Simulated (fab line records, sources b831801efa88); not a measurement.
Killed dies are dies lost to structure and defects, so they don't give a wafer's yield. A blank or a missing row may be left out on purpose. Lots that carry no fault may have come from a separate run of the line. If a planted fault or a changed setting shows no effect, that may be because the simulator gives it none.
Chamber matching ; flow sky130 ; 4 sister chambers for SKY_VIA4_CMP_21 on cmp-01
The step polishes, stops on SiO2, t overpolish 25 s, target thk 0 nm. 4 wafers are shown with their chamber, then 8 later ones without.

== WAFERS, EACH WITH ITS CHAMBER ==
wafer;chamber;motor-current-A (A)
L870.3;1;14.5
L875.1;3;10.5
L875.3;0;13.6
L886.2;2;11.6

== WAFERS WITH NO CHAMBER GIVEN ==
wafer;motor-current-A (A)
L886.3;14.7
L886.4;12.8
L887.1;11.3
L887.3;14.3
L887.5;10.1
L888.3;10.1
L888.4;11.8
L888.5;9.6

== WHICH CHAMBER EACH ONE RAN IN ==
wafer;from the rows above;in truth
L886.3;can't be placed: 1 or 0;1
L886.4;can't be placed: 0 or 2 or 1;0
L887.1;can't be placed: 2 or 3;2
L887.3;can't be placed: 1 or 0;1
L887.5;3;3
L888.3;3;3
L888.4;2;2
L888.5;3;3
Placed correctly: 4 of 8. Not placeable from these rows: 4 (in 4, the candidates include the true chamber). 0 placed wrongly.
How it was worked out, from the rows above alone: a wafer's distance from a chamber is the root of the sum, over the readings, of the square of ((its reading less the chamber's mean) divided by the reading's scatter). The wafer belongs to the nearest chamber; if the next one is less than 2 further off, it can't be placed. A chamber's mean is the mean of its shown wafers. The scatter (one wafer shown for each chamber): square how far every hidden wafer sits from the nearest shown wafer, average those squares and take the square root.
